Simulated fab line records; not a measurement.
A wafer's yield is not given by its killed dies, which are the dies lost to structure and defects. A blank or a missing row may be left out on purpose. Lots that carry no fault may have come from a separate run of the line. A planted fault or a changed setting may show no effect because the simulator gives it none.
The tool behind it: which one?    flow gf180mcu    30 wafers from 10 lots sampled at 6 of the route's 602 steps

== WHAT THE GAUGES SHOWED, per wafer ==
GF_MVSD_OVL_MEAS_07.
lot   measured      on          MVSD_OVL (nm)
L995  day 4 12:09   overlay-02  -0.4 2.2 2.4
L996  day 4 18:42   overlay-01  0.0 -1.0 -1.4
L999  day 5 12:44   overlay-01  -0.4 0.3 3.4
L103  day 6 08:38   overlay-01  -0.3 -0.6 0.5
L110  day 8 10:17   overlay-01  -0.3 0.7 1.7
L111  day 8 13:20   overlay-02  0.2 -0.5 -1.3
L112  day 8 23:09   overlay-01  -1.1 -0.4 1.3
L115  day 9 07:24   overlay-02  -0.3 -0.3 1.5
L116  day 9 11:40   overlay-01  3.5 1.1 1.9
L118  day 10 02:27  overlay-02  -2.4 -1.8 -0.9

GF_VT_IMPLANT_TW_MEAS_43.
lot   measured      on             VT_IMPLANT_4_TW
L995  day 7 13:15   film metro-03  692 691 690
L996  day 7 21:05   film metro-03  689 697 687
L999  day 8 18:56   film metro-01  696 698 691
L103  day 9 19:14   film metro-01  699 696 696
L110  day 12 03:53  film metro-01  30 30 30
L111  day 12 08:20  film metro-01  30 30 30
L112  day 12 20:24  film metro-03  30 30 30
L115  day 13 06:05  film metro-04  690 690 689
L116  day 13 10:02  film metro-01  701 694 696
L118  day 14 03:29  film metro-03  697 698 699

== EACH LOT AND THE TOOL THAT RAN IT (in order: tool; ch and the chambers of the sampled wafers; start) ==
lot   GF_LVPWELL_STRIP_10                  GF_VT_IMPLANT_STRIP_09                GF_VT_IMPLANT_STRIP_31                GF_VT_IMPLANT_STRIP_42
L995  plasma asher-02 ch 0,1, day 3 22:56  plasma asher-02 ch 0,1, day 5 15:55   plasma asher-03 ch 0,1, day 6 22:10   plasma asher-03 ch 0,1, day 7 13:10
L996  plasma asher-01 ch 0,1, day 4 05:16  plasma asher-03 ch 0,1, day 5 21:53   plasma asher-04 ch 0,1, day 7 05:02   plasma asher-04 ch 0,1, day 7 20:59
L999  plasma asher-01 ch 0,1, day 4 23:22  plasma asher-03 ch 0,1, day 6 18:47   plasma asher-02 ch 0,1, day 8 02:26   plasma asher-02 ch 0,1, day 8 18:50
L103  plasma asher-04 ch 0, day 5 18:25    plasma asher-04 ch 0,1, day 7 16:05   plasma asher-03 ch 0,1, day 9 01:53   plasma asher-02 ch 0,1, day 9 19:08
L110  plasma asher-02 ch 0,1, day 7 17:46  plasma asher-03 ch 0,1, day 9 21:08   plasma asher-03 ch 0,1, day 11 09:14  plasma asher-04 ch 0,1, day 12 03:47
L111  plasma asher-01 ch 0,1, day 7 20:23  plasma asher-04 ch 0,1, day 10 01:02  plasma asher-04 ch 0,1, day 11 13:35  plasma asher-03 ch 0,1, day 12 08:14
L112  plasma asher-01 ch 0,1, day 8 05:46  plasma asher-02 ch 0,1, day 10 11:05  plasma asher-04 ch 0,1, day 12 01:11  plasma asher-04 ch 0,1, day 12 20:17
L115  plasma asher-04 ch 0,1, day 8 14:22  plasma asher-04 ch 0,1, day 10 20:29  plasma asher-04 ch 0,1, day 12 10:41  plasma asher-04 ch 0,1, day 13 05:59
L116  plasma asher-01 ch 0,1, day 8 18:19  plasma asher-04 ch 0,1, day 10 23:08  plasma asher-02 ch 0,1, day 12 13:50  plasma asher-03 ch 0,1, day 13 09:56
L118  plasma asher-01 ch 0,1, day 9 08:29  plasma asher-04 ch 0,1, day 11 16:32  plasma asher-03 ch 0,1, day 13 06:56  plasma asher-03 ch 0,1, day 14 03:23
- GF_LVPWELL_STRIP_10: strips in O2/N2.
- GF_VT_IMPLANT_STRIP_09: strips in O2/N2.
- GF_VT_IMPLANT_STRIP_31: strips in O2/N2.
- GF_VT_IMPLANT_STRIP_42: strips in O2/N2.

== WHAT THE TOOLS THEMSELVES READ (means of the sampled wafers that have a number; where no wafer has one, the mark that the record gives instead) ==
GF_LVPWELL_STRIP_10.
lot   tool             chamber pressure mTorr (mTorr)  drypump motor current A (A)  heater power w (W)  oes product au (a.u.)  strip time to endpoint s (s)
L995  plasma asher-02  1499.1                          5.55                         296                 0.721                  36.82
L996  plasma asher-01  1499.5                          5.26                         377                 0.726                  36.84
L999  plasma asher-01  1499.8                          5.42                         350                 0.727                  37.07
L103  plasma asher-04  1500.5                          5.47                         358                 0.723                  36.90
L110  plasma asher-02  1501.3                          5.59                         324                 0.723                  36.88
L111  plasma asher-01  1500.8                          5.24                         383                 0.722                  37.17
L112  plasma asher-01  1498.8                          5.23                         388                 0.721                  36.99
L115  plasma asher-04  1501.3                          5.78                         365                 0.725                  37.01
L116  plasma asher-01  1501.5                          5.42                         358                 0.718                  36.92
L118  plasma asher-01  1499.8                          5.25                         388                 0.724                  37.08

GF_VT_IMPLANT_STRIP_09.
lot   tool             chamber pressure mTorr (mTorr)  drypump motor current A (A)  heater power w (W)  oes product au (a.u.)  strip time to endpoint s (s)
L995  plasma asher-02  1499.4                          5.6                          324                 0.717                  12.56
L996  plasma asher-03  1500.9                          6.0                          355                 0.720                  12.62
L999  plasma asher-03  1499.5                          6.0                          356                 0.719                  12.67
L103  plasma asher-04  1500.4                          5.6                          362                 0.715                  12.60
L110  plasma asher-03  1501.0                          5.8                          353                 0.715                  12.57
L111  plasma asher-04  1499.6                          5.6                          362                 0.714                  12.61
L112  plasma asher-02  1499.9                          5.6                          325                 0.721                  12.62
L115  plasma asher-04  1500.4                          5.8                          369                 0.719                  12.52
L116  plasma asher-04  1500.3                          5.6                          359                 0.715                  12.52
L118  plasma asher-04  1501.9                          5.6                          363                 0.719                  12.59

GF_VT_IMPLANT_STRIP_31.
lot   tool             chamber pressure mTorr (mTorr)  drypump motor current A (A)  heater power w (W)  oes product au (a.u.)  strip time to endpoint s (s)
L995  plasma asher-03  1499.5                          6.05                         357                 0.717                  12.54
L996  plasma asher-04  1499.0                          5.79                         366                 0.720                  12.61
L999  plasma asher-02  1499.0                          5.54                         297                 0.712                  12.62
L103  plasma asher-03  1498.9                          5.74                         360                 0.712                  12.64
L110  plasma asher-03  -                               -                            -                   -                      -
L111  plasma asher-04  -                               -                            -                   -                      -
L112  plasma asher-04  -                               -                            -                   -                      -
L115  plasma asher-04  1499.0                          5.62                         360                 0.721                  12.62
L116  plasma asher-02  1498.9                          5.56                         294                 0.718                  12.61
L118  plasma asher-03  1500.6                          6.05                         354                 0.715                  12.59

GF_VT_IMPLANT_STRIP_42.
lot   tool             chamber pressure mTorr (mTorr)  drypump motor current A (A)  heater power w (W)  oes product au (a.u.)  strip time to endpoint s (s)
L995  plasma asher-03  1500.4                          6.0                          356                 0.718                  12.61
L996  plasma asher-04  1500.4                          5.8                          368                 0.715                  12.57
L999  plasma asher-02  1500.1                          5.6                          324                 0.714                  12.65
L103  plasma asher-02  1500.0                          5.5                          296                 0.719                  12.66
L110  plasma asher-04  1499.7                          5.8                          364                 0.719                  27.61
L111  plasma asher-03  1500.3                          5.8                          357                 0.720                  27.54
L112  plasma asher-04  1499.4                          5.8                          357                 0.717                  27.56
L115  plasma asher-04  1500.5                          5.8                          363                 0.720                  12.70
L116  plasma asher-03  1500.4                          6.0                          355                 0.718                  12.64
L118  plasma asher-03  1500.6                          5.8                          357                 0.714                  12.60

== THE ANSWER, worked out from the rows above alone ==
Rule: usual is defined by the lots themselves. The widest of any qualifying gaps counts: lots, ordered by their means at a reading, are off when they make up no more than a third of the lots, leave a main group of 4 or more, and stand apart from it by 3 or more times the standard deviation of that group's means. A main group is skipped when, at the precision printed for the reading in the tables above, its means are all equal. Also off: a lot with no number at a reading for which 4 or more lots have one. All remaining lots with rows at the step are treated as sound. After the gauges, taken in route order, come the tools' own readings; for these a lot's mean is taken, as printed above. The first step at which some lot is off is used, and at that step the reading that is off furthest; a lot without a number counts as furthest.
Off: at GF_VT_IMPLANT_TW_MEAS_43 (VT_IMPLANT_4_TW), L110, L111, L112. The main group: mean 694, standard deviation 3.2.
A tool fits if, at a process step before that reading, it ran every lot that is off, and no sound lot after the first of them. The gauges at GF_VT_IMPLANT_TW_MEAS_43 aren't tried: what is off there is off at GF_VT_IMPLANT_STRIP_31 too, on other tools, and a gauge's error can't cause that. No candidate that was tried fits.

== WHAT HAD BEEN PUT IN BY THE SIMULATOR ==
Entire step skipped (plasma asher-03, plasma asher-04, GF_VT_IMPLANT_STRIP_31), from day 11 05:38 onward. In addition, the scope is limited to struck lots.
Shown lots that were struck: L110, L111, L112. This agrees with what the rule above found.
